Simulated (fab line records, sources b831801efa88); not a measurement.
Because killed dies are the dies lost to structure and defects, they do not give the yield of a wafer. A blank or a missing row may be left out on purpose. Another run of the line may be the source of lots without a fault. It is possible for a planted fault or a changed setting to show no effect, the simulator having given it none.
fab line records    flow sky130
record: lots: 13  wafers: 39  lastDay: 50
route steps=708 shown METAL2@499 VIA2@527 METAL3@532 CAPM@552 PAD_OPEN@708
lots with no fault: from the same line, run without faults
startH: hours from the record's opening day to when the first of the lot's shown wafers began    waitH: hours elapsed since this lot's preceding step    " unchanged from the row above    L1.1+2: one row covering several wafers at once    - no value present, or no start provided    * or withheld: withheld    < > ~ a bound
route shown NAME@n: a module of which the file shows steps, and the number in the route of the first    usual: mean/standard deviation of fault-free wafers    same: alike in all rows    chamber/n: place in a boat    sites: readings site by site    _std_site: how widely they spread, as a standard deviation    _edge_site: mean of outer sites minus mean of inner sites    radiusMm: for every site, how far away it sits from the centre of the wafer    mask NAME#n: copy n    behind: the most recent tool/chamber to have shaped the wafer    hold: reason for holding the lot/hours on hold/outcome of the hold    device: names the non-switching transistor (n, p or np)    end of line: the route-end tests of the same wafers    a step given without rows: its recipe and nothing more    killed: at the first sort, the dies lost to defects and structure; wafer yield is something else    map: per-die view of a wafer (x killed, . not killed, _ where there is no die)
set.NAME: setting as actually run; set.NAME@STEP: the setting as run at that earlier step    model.NAME: the simulator's own value behind a step, which no gauge read
one table for each step of the route and one row for each wafer, over a sample of lots
services: when a tool's chamber went out of use (startH, in hours from the record's first day, below 0 if earlier), for how many hours, and the reason
== steps ==
step: SKY_METAL2_OVL_MEAS_16
usual: METAL2_OVL: -1/6.1
lot.wafer  tool        chamber  startH  waitH  METAL2_OVL[nm]
L993.3     overlay-01  -        824.32  0.1    -2
L993.5     "           -        "       "      10
L993.6     "           -        "       "      1
L994.1     overlay-02  -        842.82  0.1    11
L994.2     "           -        "       "      5
L994.6     "           -        "       "      -4
L102.1     overlay-02  -        906.42  0.1    6
L102.2     "           -        "       "      12
L102.5     "           -        "       "      4
L104.1     overlay-01  -        907.61  0.1    9
L104.4     "           -        "       "      -2
L104.6     "           -        "       "      0
L105.1     overlay-01  -        915.52  0.1    0
L105.3     "           -        "       "      -1
L105.6     "           -        "       "      9
L106.3     overlay-02  -        918.88  0.1    4
L106.5     "           -        "       "      2
L106.6     "           -        "       "      1
L107.3     overlay-02  -        927.32  0.1    -7
L107.5     "           -        "       "      -9
L107.6     "           -        "       "      -6
L108.1     overlay-02  -        938.12  0.1    6
L108.5     "           -        "       "      0
L108.6     "           -        "       "      4
L109.1     overlay-01  -        943.26  0.1    -10
L109.5     "           -        "       "      -15
L109.6     "           -        "       "      0
L110.1     overlay-01  -        952.27  0.1    -15
L110.3     "           -        "       "      -6
L110.4     "           -        "       "      6
L111.3     overlay-02  -        957.17  0.1    4
L111.4     "           -        "       "      14
L111.6     "           -        "       "      4
L112.3     overlay-01  -        960.28  0.1    -5
L112.4     "           -        "       "      -7
L112.6     "           -        "       "      -3
L115.1     overlay-02  -        980.21  0.1    -6
L115.4     "           -        "       "      3
L115.5     "           -        "       "      -10
step: SKY_VIA2_SPUTTER_20
recipe: material: TiN  targetThkNm: 20  chamberPressurePa: 5  powerW: 4000  timeS: 80
usual: throttleValvePct: 30.1/0.73
lot.wafer  tool           chamber  startH   waitH  throttleValvePct
L993.3     pvdSputter-02  -        852.75   0.0    29.5
L993.5     "              -        "        "      29.7
L993.6     "              -        "        "      30.4
L994.1     pvdSputter-01  -        871.38   0.0    28.8
L994.2     "              -        "        "      31.2
L994.6     "              -        "        "      29.6
L102.1     pvdSputter-02  -        933.84   0.0    28.8
L102.2     "              -        "        "      29.9
L102.5     "              -        "        "      30.2
L104.1     pvdSputter-01  -        934.32   0.0    30.8
L104.4     "              -        "        "      29.6
L104.6     "              -        "        "      30.9
L105.1     pvdSputter-01  -        942.07   0.0    29.1
L105.3     "              -        "        "      29.7
L105.6     "              -        "        "      29.9
L106.3     pvdSputter-02  -        946.05   0.0    30.6
L106.5     "              -        "        "      29.7
L106.6     "              -        "        "      30.9
L107.3     pvdSputter-01  -        953.71   0.0    29.8
L107.5     "              -        "        "      29.8
L107.6     "              -        "        "      30.7
L108.1     pvdSputter-03  -        963.90   0.0    30.3
L108.5     "              -        "        "      30.7
L108.6     "              -        "        "      30.6
L109.1     pvdSputter-01  -        969.08   0.0    29.6
L109.5     "              -        "        "      30.6
L109.6     "              -        "        "      30.1
L110.1     pvdSputter-02  -        978.53   0.0    30.1
L110.3     "              -        "        "      28.8
L110.4     "              -        "        "      29.9
L111.3     pvdSputter-03  -        984.04   0.0    29.9
L111.4     "              -        "        "      30.9
L111.6     "              -        "        "      30.2
L112.3     pvdSputter-01  -        986.70   0.0    30.5
L112.4     "              -        "        "      31.5
L112.6     "              -        "        "      29.6
L115.1     pvdSputter-02  -        1005.08  0.0    30.0
L115.4     "              -        "        "      30.0
L115.5     "              -        "        "      30.3
step: SKY_METAL3_SPUTTER_00
recipe: material: Ti  targetThkNm: 15  powerW: 3000  timeS: 10  chamberPressurePa: 0.4
usual: throttleValvePct: 30.1/0.72
lot.wafer  tool           chamber  startH   waitH  throttleValvePct
L993.3     pvdSputter-03  -        853.56   0.1    30.6
L993.5     "              -        "        "      30.7
L993.6     "              -        "        "      30.7
L994.1     pvdSputter-04  -        872.05   0.1    29.8
L994.2     "              -        "        "      28.9
L994.6     "              -        "        "      28.8
L102.1     pvdSputter-03  -        934.59   0.1    30.8
L102.2     "              -        "        "      30.5
L102.5     "              -        "        "      30.2
L104.1     pvdSputter-02  -        935.00   0.1    30.6
L104.4     "              -        "        "      28.6
L104.6     "              -        "        "      29.9
L105.1     pvdSputter-03  -        942.74   0.1    30.2
L105.3     "              -        "        "      30.2
L105.6     "              -        "        "      29.9
L106.3     pvdSputter-04  -        946.72   0.2    30.9
L106.5     "              -        "        "      30.8
L106.6     "              -        "        "      29.4
L107.3     pvdSputter-04  -        954.38   0.1    30.2
L107.5     "              -        "        "      28.8
L107.6     "              -        "        "      30.3
L108.1     pvdSputter-04  -        964.57   0.1    30.9
L108.5     "              -        "        "      29.3
L108.6     "              -        "        "      31.1
L109.1     pvdSputter-03  -        969.75   0.1    30.9
L109.5     "              -        "        "      30.7
L109.6     "              -        "        "      30.8
L110.1     pvdSputter-02  -        979.21   0.1    30.0
L110.3     "              -        "        "      28.6
L110.4     "              -        "        "      30.7
L111.3     pvdSputter-04  -        984.71   0.2    29.6
L111.4     "              -        "        "      30.3
L111.6     "              -        "        "      29.4
L112.3     pvdSputter-04  -        987.37   0.2    30.5
L112.4     "              -        "        "      28.8
L112.6     "              -        "        "      29.7
L115.1     pvdSputter-02  -        1005.76  0.2    30.1
L115.4     "              -        "        "      28.8
L115.5     "              -        "        "      30.0
step: SKY_CAPM_STRIP_15
recipe: chemistry: postEtchResidueRemover  timeS: 1200  tempC: 72.5
usual: bathGuardTempC: 72.5/0.55  bathHeatDutyPct: 15.0/1.5
lot.wafer  tool         chamber  startH   waitH  bathGuardTempC  bathHeatDutyPct
L993.3     wetBench-03  1        879.41   0.0    72.4            15.3
L993.5     "            1        "        "      72.7            15.3
L993.6     "            1        "        "      72.4            15.7
L994.1     wetBench-01  1        897.40   0.1    73.8            14.8
L994.2     "            1        "        "      73.7            13.5
L994.6     "            1        "        "      73.9            13.8
L102.1     wetBench-01  2        959.35   0.1    -               -
L102.2     "            2        "        "      -               -
L102.5     "            2        "        "      -               -
L104.1     wetBench-03  0        959.80   0.1    -               -
L104.4     "            0        "        "      -               -
L104.6     "            0        "        "      -               -
L105.1     wetBench-01  1        966.85   0.1    -               -
L105.3     "            1        "        "      -               -
L105.6     "            1        "        "      -               -
L106.3     wetBench-03  2        970.50   0.0    72.0            12.9
L106.5     "            2        "        "      71.8            14.6
L106.6     "            2        "        "      71.7            14.4
L107.3     wetBench-01  3        978.85   0.0    73.0            16.3
L107.5     "            3        "        "      73.0            17.5
L107.6     "            3        "        "      73.1            18.2
L108.1     wetBench-01  3        989.21   0.1    73.1            16.8
L108.5     "            3        "        "      73.3            14.8
L108.6     "            3        "        "      73.0            17.0
L109.1     wetBench-01  2        993.33   0.1    72.5            13.5
L109.5     "            2        "        "      72.8            12.9
L109.6     "            2        "        "      72.3            12.7
L110.1     wetBench-03  2        1002.85  0.1    71.7            13.3
L110.3     "            2        "        "      71.7            13.8
L110.4     "            2        "        "      71.9            12.4
L111.3     wetBench-04  0        1008.24  0.0    72.4            14.8
L111.4     "            0        "        "      72.7            13.3
L111.6     "            0        "        "      72.0            14.5
L112.3     wetBench-03  3        1010.60  0.0    72.4            17.1
L112.4     "            3        "        "      72.3            18.1
L112.6     "            3        "        "      72.4            17.0
L115.1     wetBench-04  3        1029.20  0.1    72.6            14.2
L115.4     "            3        "        "      72.4            15.9
L115.5     "            3        "        "      72.4            15.9
step: SKY_PAD_OPEN_PROBE_99
usual: defectLimitedYield: 82.2/1.9  killed_at_M0_to_M3: 43/6.5  killed_at_M4_up: 3.5/1.9  killedAtContacts: 24/5.4  killedAtFrontEnd: 16/4.8  killedAtOther: 0.4/0.64  killedDies: 87/9.4  killedOpen: 47/7  killedShort: 40/6.3  sort_bin_3_pad_short: 0.9/0.4  sort_bin_5_function: 10.5/1.4  sort_bin_6_memory: 6.3/1.1  sortNPass: 405/9.4  sortYieldPct: 82.2/1.9
same: grossDies: 492  killedAtBackSide: 0  sort_bin_4_leakage[%]: 0  sort_bin_8_speed[%]: 0
lot.wafer  tool       chamber  startH   waitH  defectLimitedYield[%]  killed_at_M0_to_M3  killed_at_M4_up  killedAtContacts  killedAtFrontEnd  killedAtOther  killedDies  killedOpen  killedShort  sort_bin_3_pad_short[%]  sort_bin_5_function[%]  sort_bin_6_memory[%]  sortNPass  sortYieldPct[%]
L102.1     prober-01  -        1143.31  0.1    82.9                   43                  3                27                10                1              84          37          46           1.0                      10.6                    5.5                   408        82.9
L102.2     prober-01  -        1143.36  0.1    82.9                   43                  5                27                8                 1              84          44          38           0.6                      10.4                    6.1                   408        82.9
L102.5     prober-01  -        1143.51  0.2    82.5                   41                  4                26                15                0              86          49          36           0.6                      10.0                    6.9                   406        82.5
L104.1     prober-02  -        1144.61  0.1    85.2                   37                  4                20                11                1              73          44          28           0.6                      8.1                     6.1                   419        85.2
L104.4     prober-02  -        1144.76  0.2    87.6                   35                  0                17                8                 1              61          33          27           0.8                      7.7                     3.9                   431        87.6
L104.6     prober-02  -        1144.86  0.2    84.8                   43                  6                18                8                 0              75          45          30           0.4                      9.3                     5.5                   417        84.8
L105.1     prober-01  -        1149.16  0.1    82.9                   43                  0                22                19                0              84          51          33           1.2                      9.1                     6.7                   408        82.9
L105.3     prober-01  -        1149.26  0.2    82.3                   43                  2                24                17                1              87          38          49           1.0                      10.8                    5.9                   405        82.3
L105.6     prober-01  -        1149.41  0.2    81.3                   48                  3                26                15                0              92          48          44           1.4                      9.1                     8.1                   400        81.3
L106.3     prober-02  -        1150.76  0.2    84.6                   32                  2                21                21                0              76          45          31           1.2                      8.1                     6.1                   416        84.6
L106.5     prober-02  -        1150.86  0.2    79.1                   51                  6                25                21                0              103         60          43           0.8                      11.4                    8.7                   389        79.1
L106.6     prober-02  -        1150.91  0.2    83.1                   50                  2                16                15                0              83          49          34           1.0                      11.0                    4.9                   409        83.1
L107.3     prober-01  -        1157.41  0.2    81.5                   46                  1                29                15                0              91          44          47           0.8                      10.0                    7.7                   401        81.5
L107.5     prober-01  -        1157.51  0.2    82.3                   39                  7                25                16                0              87          46          41           0.8                      10.6                    6.3                   405        82.3
L107.6     prober-01  -        1157.56  0.2    82.5                   42                  5                18                19                2              86          32          54           0.8                      10.8                    5.9                   406        82.5
L108.1     prober-02  -        1165.10  0.1    78.7                   47                  6                31                21                0              105         62          43           0.6                      12.8                    7.9                   387        78.7
L108.5     prober-02  -        1165.30  0.2    83.9                   37                  5                22                15                0              79          45          34           0.6                      10.0                    5.5                   413        83.9
L108.6     prober-02  -        1165.35  0.2    83.3                   41                  3                22                16                0              82          53          29           0.4                      10.4                    5.9                   410        83.3
L109.1     prober-01  -        1168.31  0.1    81.5                   56                  6                19                9                 1              91          43          47           1.0                      11.8                    5.7                   401        81.5
L109.5     prober-01  -        1168.51  0.2    82.3                   43                  5                23                15                1              87          49          38           0.8                      10.0                    6.9                   405        82.3
L109.6     prober-01  -        1168.56  0.2    82.7                   49                  3                20                13                0              85          45          40           0.8                      11.8                    4.7                   407        82.7
killed by level:class
L102.1 VIA1:geometricParticle:open=9 VIA2:geometricParticle:open=8 LOCAL_INTERCONNECT:geometricParticle:short=8 FIELD_ISO:geometricParticle:short=6 CONTACT:geometricParticle:open=6 VIA3:geometricParticle:open=6 LI_CONTACT:geometricParticle:open=5 CONTACT:geometricParticle:short=5
L102.2 LI_CONTACT:geometricParticle:open=11 CONTACT:geometricParticle:open=10 VIA1:geometricParticle:open=7 METAL2:geometricParticle:short=7 VIA1:geometricParticle:short=6 VIA2:geometricParticle:open=5 METAL1:geometricParticle:short=5 METAL4:geometricParticle:short=5
L102.5 LI_CONTACT:geometricParticle:open=9 VIA2:geometricParticle:open=8 VIA1:geometricParticle:open=8 CONTACT:geometricParticle:open=7 METAL2:geometricParticle:short=6 CONTACT:geometricParticle:short=5 VIA3:geometricParticle:open=5 FIELD_ISO:geometricParticle:open=4
L104.1 VIA1:geometricParticle:open=13 CONTACT:geometricParticle:open=9 VIA3:geometricParticle:open=6 METAL1:geometricParticle:short=5 CONTACT:geometricParticle:short=5 POLY_GATE:geometricParticle:open=4 POLY_GATE:geometricParticle:short=4 LI_CONTACT:geometricParticle:open=4
L104.4 CONTACT:geometricParticle:open=7 VIA3:geometricParticle:open=7 LI_CONTACT:geometricParticle:open=5 VIA1:geometricParticle:open=5 VIA2:geometricParticle:open=5 METAL3:geometricParticle:short=4 METAL2:geometricParticle:short=4 FIELD_ISO:geometricParticle:short=3
L104.6 LI_CONTACT:geometricParticle:open=10 VIA1:geometricParticle:open=10 VIA2:geometricParticle:open=6 METAL3:geometricParticle:short=5 VIA3:geometricParticle:open=5 POLY_GATE:geometricParticle:short=3 CONTACT:geometricParticle:open=3 METAL1:geometricParticle:short=3
L105.1 VIA1:geometricParticle:open=12 CONTACT:geometricParticle:open=8 VIA3:geometricParticle:open=7 METAL1:geometricParticle:short=6 LI_CONTACT:geometricParticle:open=5 VIA2:geometricParticle:open=5 FIELD_ISO:geometricParticle:open=4 FIELD_ISO:geometricParticle:short=4
L105.3 METAL1:geometricParticle:short=11 CONTACT:geometricParticle:open=9 VIA1:geometricParticle:open=8 METAL2:geometricParticle:short=5 FIELD_ISO:geometricParticle:open=4 POLY_GATE:geometricParticle:open=4 POLY_GATE:geometricParticle:short=4 LI_CONTACT:geometricParticle:open=4
L105.6 METAL1:geometricParticle:short=11 VIA1:geometricParticle:open=11 CONTACT:geometricParticle:open=10 METAL2:geometricParticle:short=6 VIA2:geometricParticle:open=6 FIELD_ISO:geometricParticle:short=4 POLY_GATE:geometricParticle:open=4 LI_CONTACT:geometricParticle:open=4
L106.3 VIA1:geometricParticle:open=10 LI_CONTACT:geometricParticle:open=9 FIELD_ISO:geometricParticle:short=7 CONTACT:geometricParticle:open=7 VIA2:geometricParticle:open=7 FIELD_ISO:geometricParticle:open=6 SPACER:geometricParticle:short=4 VIA1:geometricParticle:short=4
L106.5 VIA1:geometricParticle:open=14 LI_CONTACT:geometricParticle:open=9 VIA2:geometricParticle:open=8 VIA3:geometricParticle:open=8 FIELD_ISO:geometricParticle:open=7 VIA1:geometricParticle:short=7 CONTACT:geometricParticle:open=6 LOCAL_INTERCONNECT:geometricParticle:short=5
L106.6 VIA1:geometricParticle:open=15 VIA1:geometricParticle:short=8 VIA2:geometricParticle:open=7 FIELD_ISO:geometricParticle:open=5 LI_CONTACT:geometricParticle:open=5 VIA3:geometricParticle:open=5 METAL1:geometricParticle:short=4 VIA2:geometricParticle:short=4
L107.3 VIA1:geometricParticle:open=14 CONTACT:geometricParticle:short=8 METAL1:geometricParticle:short=6 LOCAL_INTERCONNECT:geometricParticle:short=6 CONTACT:geometricParticle:open=6 VIA3:geometricParticle:open=6 POLY_GATE:geometricParticle:short=5 LI_CONTACT:geometricParticle:open=5
L107.5 VIA1:geometricParticle:open=10 LI_CONTACT:geometricParticle:open=9 CONTACT:geometricParticle:open=8 METAL4:geometricParticle:short=6 LOCAL_INTERCONNECT:geometricParticle:short=5 VIA3:geometricParticle:open=5 FIELD_ISO:geometricParticle:open=4 VIA2:geometricParticle:open=4
L107.6 METAL2:geometricParticle:short=8 FIELD_ISO:geometricParticle:short=6 METAL1:geometricParticle:short=6 VIA1:geometricParticle:short=6 CONTACT:geometricParticle:open=5 LOCAL_INTERCONNECT:geometricParticle:short=5 VIA1:geometricParticle:open=5 METAL4:geometricParticle:short=5
L108.1 VIA1:geometricParticle:open=14 CONTACT:geometricParticle:open=11 LI_CONTACT:geometricParticle:open=9 FIELD_ISO:geometricParticle:open=7 VIA3:geometricParticle:open=7 FIELD_ISO:geometricParticle:short=6 CONTACT:geometricParticle:short=6 VIA1:geometricParticle:short=5
L108.5 CONTACT:geometricParticle:open=8 VIA1:geometricParticle:open=8 VIA2:geometricParticle:open=6 VIA3:geometricParticle:open=6 POLY_GATE:geometricParticle:open=5 CONTACT:geometricParticle:short=5 VIA2:geometricParticle:short=4 METAL4:geometricParticle:short=4
L108.6 VIA1:geometricParticle:open=15 LI_CONTACT:geometricParticle:open=10 VIA3:geometricParticle:open=8 POLY_GATE:geometricParticle:open=6 CONTACT:geometricParticle:open=6 METAL2:geometricParticle:short=4 VIA1:geometricParticle:short=4 VIA3:geometricParticle:short=4
L109.1 METAL2:geometricParticle:short=13 VIA1:geometricParticle:open=9 LI_CONTACT:geometricParticle:open=7 CONTACT:geometricParticle:open=7 VIA2:geometricParticle:short=7 VIA2:geometricParticle:open=6 METAL1:geometricParticle:short=5 METAL1:geometricParticle:open=4
L109.5 VIA1:geometricParticle:open=8 CONTACT:geometricParticle:open=7 VIA3:geometricParticle:open=7 FIELD_ISO:geometricParticle:open=6 LI_CONTACT:geometricParticle:open=6 VIA2:geometricParticle:open=6 METAL2:geometricParticle:short=6 LOCAL_INTERCONNECT:geometricParticle:short=5
L109.6 VIA1:geometricParticle:open=10 METAL2:geometricParticle:short=8 LI_CONTACT:geometricParticle:open=7 CONTACT:geometricParticle:open=7 VIA3:geometricParticle:open=7 FIELD_ISO:geometricParticle:short=6 VIA2:geometricParticle:open=6 POLY_GATE:geometricParticle:short=5
== services ==
tool           chamber  startH   hours  kind
pvdSputter-02  -        870.27   2.4    repair
pvdSputter-04  -        872.23   7.8    repair
wetBench-01    -        878.10   1.0    repair
pvdSputter-04  -        879.08   1.4    repair
pvdSputter-04  -        933.97   2.4    repair
pvdSputter-03  -        943.03   1.7    repair
pvdSputter-02  -        982.11   11.9   repair
pvdSputter-03  -        994.44   5.8    repair
pvdSputter-03  -        995.29   14.7   repair
pvdSputter-04  -        1005.31  0.9    repair
wetBench-04    -        1024.52  2.0    repair
== key ==
firstSign: step: SKY_CAPM_STRIP_15  reading: toolRecord  direction: missing
effect none on later readings
metAt SKY_CAPM_STRIP_15
struckLots L102,L104,L105
notActingAt SKY_METAL2_OVL_MEAS_16,SKY_VIA2_SPUTTER_20,SKY_METAL3_SPUTTER_00
onsetBetween 897.40 959.35
fault: kind: skippedStepWhole  tool: wetBench-01,wetBench-03  chamber: -  onsetH: 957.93  steps: SKY_CAPM_STRIP_15  scope: struckLotsOnly
